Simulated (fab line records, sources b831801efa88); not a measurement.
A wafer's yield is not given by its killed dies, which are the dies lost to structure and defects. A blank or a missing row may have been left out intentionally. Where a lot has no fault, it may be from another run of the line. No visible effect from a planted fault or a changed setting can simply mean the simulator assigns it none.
Chamber matching + flow sky130 + SKY_CONTACT_ETCH_18 on rie-diel-04: 4 sister chambers
The step etches Si3N4 in CHF3/O2, stops on TiN, time 39 s, target depth 75 nm. 14 wafers are shown with their chamber, then 7 later ones without.

== WAFERS, EACH WITH ITS CHAMBER ==
| wafer  | chamber | throttle-valve-pct (%) | oes-product-au (a.u.) |
|--------|---------|------------------------|-----------------------|
| L439.1 | 1       | 8.792                  | 0.846                 |
| L439.4 | 3       | 8.790                  | 0.867                 |
| L439.5 | 1       | 8.802                  | 0.856                 |
| L441.3 | 2       | 8.793                  | 0.858                 |
| L441.4 | 1       | 8.810                  | 0.861                 |
| L441.5 | 2       | 8.795                  | 0.847                 |
| L442.3 | 1       | 8.783                  | 0.847                 |
| L442.4 | 0       | 8.813                  | 0.864                 |
| L442.5 | 1       | 8.765                  | 0.850                 |
| L445.3 | 0       | 8.798                  | 0.847                 |
| L445.4 | 2       | 8.783                  | 0.852                 |
| L445.5 | 2       | 8.788                  | 0.858                 |
| L448.3 | 3       | 8.799                  | 0.847                 |
| L448.4 | 1       | 8.805                  | 0.857                 |

SIGNATURES (means of the wafers above)
| reading            | chamber 0 | chamber 1 | chamber 2 | chamber 3 | scatter within a chamber |
|--------------------|-----------|-----------|-----------|-----------|--------------------------|
| throttle-valve-pct | 8.80550   | 8.79283   | 8.78975   | 8.79450   | 0.0128                   |
| oes-product-au     | 0.85550   | 0.85283   | 0.85375   | 0.85700   | 0.00782                  |
Rule: for a wafer and a chamber, the distance is found by dividing, reading by reading, the gap between the wafer's reading and the chamber's mean by the reading's scatter, squaring, summing and taking the root. The wafer belongs to the nearest chamber; if the next one is less than 2 further off, it can't be placed. The scatter: take each reading less its chamber's mean, square it, sum over the shown wafers, divide by the number of wafers less the number of chambers, and take the root.

== WAFERS WITHOUT THEIR CHAMBER ==
| wafer  | throttle-valve-pct (%) | oes-product-au (a.u.) |
|--------|------------------------|-----------------------|
| L448.6 | 8.787                  | 0.859                 |
| L450.1 | 8.783                  | 0.837                 |
| L450.2 | 8.784                  | 0.836                 |
| L450.6 | 8.779                  | 0.858                 |
| L451.1 | 8.793                  | 0.848                 |
| L451.2 | 8.792                  | 0.854                 |
| L451.4 | 8.806                  | 0.855                 |

== WHICH CHAMBER EACH WENT THROUGH ==
| wafer  | from the rows above               | in truth |
|--------|-----------------------------------|----------|
| L448.6 | can't be placed: 3 or 2 or 1 or 0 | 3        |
| L450.1 | can't be placed: 1 or 2 or 3 or 0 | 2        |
| L450.2 | can't be placed: 1 or 2 or 3 or 0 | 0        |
| L450.6 | can't be placed: 2 or 3 or 1 or 0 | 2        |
| L451.1 | can't be placed: 1 or 2 or 3 or 0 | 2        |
| L451.2 | can't be placed: 1 or 2 or 3 or 0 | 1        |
| L451.4 | can't be placed: 0 or 3 or 1 or 2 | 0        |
Placed correctly: 0 of 7. Cannot be placed on the basis of these rows: 7; the candidates contain the true chamber in 7. Placed wrongly: 0.
